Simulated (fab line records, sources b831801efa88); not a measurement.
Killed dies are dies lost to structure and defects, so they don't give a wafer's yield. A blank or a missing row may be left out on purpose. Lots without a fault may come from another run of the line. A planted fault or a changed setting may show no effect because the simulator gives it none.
A struck lot beside a sound one | flow sky130 | 15 steps out of a route of 708
Sound: wafers L315.3, L315.4, L315.5. Struck: wafers L321.3, L321.5, L321.6. The cause comes at the end.
At each step with rows: each side's tool, then ch and its chambers, then its first start. Under that, the readings that differ: sound wafers | struck wafers | difference of the means | sigmas: that difference in standard deviations of wafers without a fault.
alike: readings whose means differ by less than 2 such deviations, and words and numbers that are the same on both sides. not compared: withheld readings, readings that some wafer has no value for, bounds like >300 that may hide the same value, and numbers for which the record gives no deviation and whose values overlap.
The two part at a step that has a row with sigmas, a row that says differs or no value, or rows on one side only. Numbers that don't overlap but have no deviation are shown without sigmas and don't part them. A reading that every wafer of one side lacks parts them only if that side has two wafers or more.

first, 2 steps without rows for these wafers: SKY_LDD_HVN_PEB_05; SKY_LDD_HVN_DEVELOP_06 (develop time 60 s).
SKY_LDD_HVN_OVL_MEAS_07:
  sound on overlay-01, day 24 15:05; struck on overlay-01, day 26 09:29
  alike: LDD_HVN_OVL
then, 1 step without rows for these wafers: SKY_LDD_HVN_IMPLANT_08.
SKY_LDD_HVN_STRIP_09: strips in O2/N2.
  sound on plasma_asher-02 ch 0,1, day 24 15:18; struck on plasma_asher-02 ch 0,1, day 26 09:42
  alike: drypump_motor_current_A, oes_product_au, strip_time_to_endpoint_s
  not compared: rf_hours_counter_h
SKY_LDD_HVN_TW_MEAS_10:
  sound on film_metro-04, day 24 15:23; struck on film_metro-02, day 26 09:48
  reading    | sound          | struck         | difference | sigmas
  LDD_HVN_TW | 1416 1410 1413 | 1438 1436 1430 | +22        | +3
then, 6 steps without rows for these wafers: SKY_LDD_HVP_DEHYDRATE_00 (time 60 s); SKY_LDD_HVP_HMDS_01 (prime time 60 s); SKY_LDD_HVP_COAT_02 (resist thk 300 nm); SKY_LDD_HVP_SOFTBAKE_03 (time 60 s); SKY_LDD_HVP_EXPOSE_04 (exposes mask HVPTM, target cd 700 nm); SKY_LDD_HVP_PEB_05.
SKY_LDD_HVP_DEVELOP_06: develop time 60 s.
  sound on litho_track-04 ch 0, day 25 20:11; struck on litho_track-04 ch 0, day 27 14:14
  reading              | sound             | struck            | difference | sigmas
  developer_temp_C (C) | 22.90 22.91 23.24 | 24.03 23.99 23.96 | +0.98      | +9
SKY_LDD_HVP_OVL_MEAS_07:
  sound on overlay-01, day 25 20:18; struck on overlay-02, day 27 14:21
  alike: LDD_HVP_OVL
then, 1 step without rows for these wafers: SKY_PAD_OPEN_PROBE_99.

WHERE THEY PART
First at SKY_LDD_HVN_TW_MEAS_10; last, within this record, at SKY_LDD_HVP_DEVELOP_06. Later steps at which nothing parts them and some readings are alike: SKY_LDD_HVP_OVL_MEAS_07.

WHY: what the simulator had put in
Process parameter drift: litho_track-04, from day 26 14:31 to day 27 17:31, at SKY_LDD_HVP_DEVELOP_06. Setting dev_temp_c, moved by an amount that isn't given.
